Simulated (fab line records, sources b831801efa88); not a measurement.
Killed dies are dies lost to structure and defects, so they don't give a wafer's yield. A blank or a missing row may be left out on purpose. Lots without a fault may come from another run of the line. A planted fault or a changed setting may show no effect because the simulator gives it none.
Which tool did it? | flow sky130 | 11 lots, 32 wafers sampled, at 5 steps of a route of 708

WHAT THE GAUGES READ, wafer by wafer
SKY_PASSIVATION_THK_MEAS_03. Usual: PASSIVATION_CVD_02_THK 540 nm, standard deviation 7.1.
lot  | measured     | on            | PASSIVATION_CVD_02_THK (nm) | flag
L119 | day 44 07:23 | film_metro-03 | 530 535 534                 |
L122 | day 45 04:14 | film_metro-03 | 543 545 545                 |
L121 | day 45 06:26 | film_metro-02 | 537 533 539                 |
L124 | day 45 21:25 | film_metro-03 | 532 531 535                 |
L125 | day 46 01:21 | film_metro-03 | 537 539 543                 |
L133 | day 47 17:23 | film_metro-03 | 572 571                     | OFF
L135 | day 48 05:37 | film_metro-03 | 561 575 567                 | OFF
L136 | day 48 09:11 | film_metro-04 | 541 529 546                 |
L138 | day 48 18:43 | film_metro-03 | 544 541 548                 |
L139 | day 49 04:57 | film_metro-04 | 539 537 545                 |
L140 | day 49 14:44 | film_metro-03 | 535 547 544                 |

WHICH TOOL RAN EACH LOT (tool, then ch and the chambers of the sampled wafers, then the start)
lot  | SKY_VIA3_SPUTTER_20          | SKY_METAL4_DESCUM_15              | SKY_METAL5_SPUTTER_00        | SKY_PASSIVATION_CVD_02
L119 | pvd_sputter-04, day 40 06:31 | rie_metal-03 ch 1, day 42 06:43   | pvd_sputter-04, day 43 08:14 | pecvd-03 ch 0,1,2, day 44 07:06
L122 | pvd_sputter-03, day 41 01:53 | rie_metal-01 ch 0, day 43 02:52   | pvd_sputter-04, day 44 04:53 | pecvd-02 ch 0,2, day 45 03:59
L121 | pvd_sputter-01, day 41 06:45 | rie_metal-01 ch 0,1, day 43 06:11 | pvd_sputter-01, day 44 07:13 | pecvd-01 ch 0,1, day 45 06:13
L124 | pvd_sputter-03, day 41 23:13 | rie_metal-01 ch 0,1, day 43 22:43 | pvd_sputter-03, day 44 23:19 | pecvd-01 ch 1,2, day 45 21:10
L125 | pvd_sputter-04, day 42 02:43 | rie_metal-02 ch 0,1, day 44 02:31 | pvd_sputter-01, day 45 03:14 | pecvd-02 ch 0,2, day 46 01:00
L133 | pvd_sputter-04, day 44 00:46 | rie_metal-01 ch 0,1, day 45 21:11 | pvd_sputter-03, day 46 20:40 | pecvd-03 ch 0,2, day 47 17:14
L135 | pvd_sputter-03, day 44 12:16 | rie_metal-01 ch 0, day 46 08:40   | pvd_sputter-04, day 47 08:06 | pecvd-03 ch 1, day 48 05:16
L136 | pvd_sputter-03, day 44 17:25 | rie_metal-02 ch 0,1, day 46 13:44 | pvd_sputter-01, day 47 12:25 | pecvd-01 ch 0,2, day 48 08:58
L138 | pvd_sputter-04, day 45 04:56 | rie_metal-01 ch 0,1, day 46 23:46 | pvd_sputter-04, day 47 22:55 | pecvd-01 ch 0,2, day 48 18:28
L139 | pvd_sputter-01, day 45 15:17 | rie_metal-02 ch 0,1, day 47 10:21 | pvd_sputter-01, day 48 09:25 | pecvd-01 ch 1,2, day 49 04:42
L140 | pvd_sputter-01, day 46 04:55 | rie_metal-01 ch 0,1, day 47 22:20 | pvd_sputter-01, day 48 19:48 | pecvd-01 ch 0,1, day 49 14:24
- SKY_VIA3_SPUTTER_20: material TiN, target thk 20 nm, time 80 s.
- SKY_METAL4_DESCUM_15: chemistry O2, time 8 s.
- SKY_METAL5_SPUTTER_00: material Ti, target thk 15 nm, time 10 s.
- SKY_PASSIVATION_CVD_02: deposits Si3N4, target thk 540 nm.

WHAT THE TOOLS THEMSELVES READ (means of the sampled wafers that have a number; where no wafer has one, the mark that the record gives instead)
SKY_VIA3_SPUTTER_20. Usual: cathode_dc_power_W 4000.0 W, standard deviation 0.71; throttle_valve_pct 30.1 %, standard deviation 1.2.
lot  | tool           | cathode_dc_power_W (W) | throttle_valve_pct (%) | flag
L119 | pvd_sputter-04 | 4000.1                 | 31.1                   |
L122 | pvd_sputter-03 | 4000.2                 | 29.3                   |
L121 | pvd_sputter-01 | 4000.3                 | 29.5                   |
L124 | pvd_sputter-03 | 3999.5                 | 29.3                   |
L125 | pvd_sputter-04 | 4000.2                 | 31.1                   |
L133 | pvd_sputter-04 | 3999.2                 | 30.9                   |
L135 | pvd_sputter-03 | 4000.1                 | 29.5                   |
L136 | pvd_sputter-03 | 4000.3                 | 29.1                   |
L138 | pvd_sputter-04 | 3999.9                 | 31.4                   |
L139 | pvd_sputter-01 | 4000.2                 | 29.8                   |
L140 | pvd_sputter-01 | 4000.6                 | 29.8                   |

SKY_METAL4_DESCUM_15. Usual: drypump_motor_current_A 5.6 A, standard deviation 0.5; oes_product_au 1.002 a.u., standard deviation 0.011; temp_c 39.99 C, standard deviation 0.1.
lot  | tool         | drypump_motor_current_A (A) | oes_product_au (a.u.) | temp_c (C) | flag
L119 | rie_metal-03 | 5.7                         | 1.014                 | 40.05      |
L122 | rie_metal-01 | 5.4                         | 1.004                 | 39.83      |
L121 | rie_metal-01 | 5.2                         | 0.987                 | 40.07      |
L124 | rie_metal-01 | 5.2                         | 0.993                 | 39.98      |
L125 | rie_metal-02 | 6.4                         | 1.019                 | 40.01      |
L133 | rie_metal-01 | 5.2                         | 1.003                 | 40.10      |
L135 | rie_metal-01 | 5.4                         | 1.008                 | 39.98      |
L136 | rie_metal-02 | 6.4                         | 1.008                 | 40.02      |
L138 | rie_metal-01 | 5.2                         | 0.989                 | 39.95      |
L139 | rie_metal-02 | 6.4                         | 1.011                 | 39.92      |
L140 | rie_metal-01 | 5.2                         | 0.993                 | 39.96      |

SKY_METAL5_SPUTTER_00. Usual: cathode_dc_power_W 3000.0 W, standard deviation 0.59; throttle_valve_pct 30.3 %, standard deviation 1.2.
lot  | tool           | cathode_dc_power_W (W) | throttle_valve_pct (%) | flag
L119 | pvd_sputter-04 | 2999.9                 | 31.3                   |
L122 | pvd_sputter-04 | 3000.9                 | 32.1                   |
L121 | pvd_sputter-01 | 2999.7                 | 29.8                   |
L124 | pvd_sputter-03 | 3000.0                 | 29.3                   |
L125 | pvd_sputter-01 | 2999.9                 | 29.8                   |
L133 | pvd_sputter-03 | 2999.3                 | 29.2                   |
L135 | pvd_sputter-04 | 3000.1                 | 31.0                   |
L136 | pvd_sputter-01 | 2999.6                 | 29.6                   |
L138 | pvd_sputter-04 | 2999.9                 | 31.9                   |
L139 | pvd_sputter-01 | 3000.5                 | 29.3                   |
L140 | pvd_sputter-01 | 3000.1                 | 29.3                   |

SKY_PASSIVATION_CVD_02. Usual: heater_power_w 686 W, standard deviation 87; rf_fwd_power_W 449.2 W, standard deviation 1.4.
lot  | tool     | heater_power_w (W) | rf_fwd_power_W (W) | flag
L119 | pecvd-03 | 663                | 449.0              |
L122 | pecvd-02 | 653                | 449.7              |
L121 | pecvd-01 | 632                | 448.0              |
L124 | pecvd-01 | 698                | 450.6              |
L125 | pecvd-02 | 692                | 448.9              |
L133 | pecvd-03 | 604                | 521.1              | OFF
L135 | pecvd-03 | 653                | 522.0              | OFF
L136 | pecvd-01 | 763                | 450.0              |
L138 | pecvd-01 | 752                | 449.3              |
L139 | pecvd-01 | 618                | 449.7              |
L140 | pecvd-01 | 701                | 447.1              |

THE ANSWER, worked out from the rows above alone
Rule: a lot is off if the mean of its wafers that have a number lies more than 3 standard deviations from the usual mean. A lot without any number at a reading at which 4 lots or more have one is off too. The other lots that the step has rows for count as sound. The gauges are gone through in route order, then the tools' own readings, and for those a lot's mean is taken as printed above. The first step at which some lot is off is used, and at that step the reading that is off furthest; a lot without a number counts as furthest.
Off: L133, L135, at SKY_PASSIVATION_THK_MEAS_03 (PASSIVATION_CVD_02_THK).
A tool fits if, at a process step before that reading, it ran every lot that is off, and no sound lot after the first of them. The gauges at SKY_PASSIVATION_THK_MEAS_03 aren't tried: what is off there is off at SKY_PASSIVATION_CVD_02 too, on other tools, and a gauge's error can't cause that. One fits: pecvd-03 at SKY_PASSIVATION_CVD_02. Its last sound lot is L119 (day 44 07:06), its first lot that is off L133 (day 47 17:14): a fault that began between those two fits.
The tool's own readings at SKY_PASSIVATION_CVD_02 bear it out: on the lots that are off they differ by more than 5 times the standard deviation of the sound lots' means. rf_fwd_power_W reads 521.5 W there against 449.1 W on the sound lots.

WHAT THE SIMULATOR HAD PUT IN
Process parameter drift: pecvd-03, from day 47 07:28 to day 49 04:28, at SKY_PASSIVATION_CVD_02. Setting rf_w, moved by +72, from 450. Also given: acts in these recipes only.
Lots struck among those shown: L133, L135. The rule above found the same.
